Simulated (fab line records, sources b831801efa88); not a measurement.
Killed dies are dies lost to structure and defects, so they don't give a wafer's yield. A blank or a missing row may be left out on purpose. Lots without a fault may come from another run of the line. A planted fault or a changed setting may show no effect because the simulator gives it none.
Which tool did it? | flow gf180mcu | 15 lots, 45 wafers sampled, at 2 steps of a route of 602

WHAT THE GAUGES READ, wafer by wafer
GF_M1_OVL_MEAS_15. Usual: M1_OVL 4 nm, standard deviation 5.7.
lot  | measured     | on         | M1_OVL (nm) | flag
L388 | day 16 23:38 | overlay-01 | 7 3 2       |
L389 | day 17 09:38 | overlay-01 | 17 12 15    |
L391 | day 18 08:14 | overlay-01 | 4 9 4       |
L393 | day 19 00:11 | overlay-02 | 7 5 6       |
L396 | day 20 10:09 | overlay-01 | 5 6 2       |
L397 | day 20 14:14 | overlay-02 | -5 3 0      |
L398 | day 20 23:14 | overlay-02 | 10 8 4      |
L399 | day 21 10:37 | overlay-01 | 8 4 3       |
L401 | day 22 06:53 | overlay-02 | -3 -3 4     |
L402 | day 22 09:44 | overlay-01 | -3 -2 -2    |
L403 | day 22 18:38 | overlay-02 | -4 9 7      |
L404 | day 23 03:26 | overlay-02 | 6 0 0       |
L405 | day 23 06:41 | overlay-02 | 5 4 9       |
L408 | day 24 07:01 | overlay-01 | 2 3 4       |
L411 | day 25 03:20 | overlay-01 | 6 11 11     |

GF_V1_THK_MEAS_01. Usual: V1_CVD_00_THK 600 nm, standard deviation 5.4.
lot  | measured     | on            | V1_CVD_00_THK (nm) | flag
L388 | day 17 00:25 | film_metro-02 | 608 606 610        |
L389 | day 17 10:25 | film_metro-01 | 609 601 600        |
L391 | day 18 09:02 | film_metro-02 | 607 606 604        |
L393 | day 19 01:00 | film_metro-04 | 596 604 603        |
L396 | day 20 10:56 | film_metro-02 | 600 601 593        |
L397 | day 20 15:01 | film_metro-02 | 605 606 597        |
L398 | day 21 00:01 | film_metro-01 | 592 585 594        |
L399 | day 21 11:34 | film_metro-04 | 599 594 597        |
L401 | day 22 07:44 | film_metro-01 | 595 603 603        |
L402 | day 22 10:33 | film_metro-02 | 602 595 590        |
L403 | day 22 19:25 | film_metro-04 | 603 603 602        |
L404 | day 23 04:13 | film_metro-02 | 600 605 597        |
L405 | day 23 07:28 | film_metro-01 | 603 602 590        |
L408 | day 24 07:55 | film_metro-02 | 596 601 583        |
L411 | day 25 04:07 | film_metro-01 | 600 595 609        |

WHICH TOOL RAN EACH LOT (tool, then ch and the chambers of the sampled wafers, then the start)
The record holds no process step before these readings.

WHAT THE TOOLS THEMSELVES READ (means of the sampled wafers that have a number; where no wafer has one, the mark that the record gives instead)
The record holds no such reading with a usual standard deviation.

THE ANSWER, worked out from the rows above alone
Rule: a lot is off if the mean of its wafers that have a number lies more than 3 standard deviations from the usual mean. A lot without any number at a reading at which 4 lots or more have one is off too. The other lots that the step has rows for count as sound. The gauges are gone through in route order, then the tools' own readings, and for those a lot's mean is taken as printed above. The first step at which some lot is off is used, and at that step the reading that is off furthest; a lot without a number counts as furthest.
No lot is off at any reading shown: from this, nothing can be told.

WHAT THE SIMULATOR HAD PUT IN
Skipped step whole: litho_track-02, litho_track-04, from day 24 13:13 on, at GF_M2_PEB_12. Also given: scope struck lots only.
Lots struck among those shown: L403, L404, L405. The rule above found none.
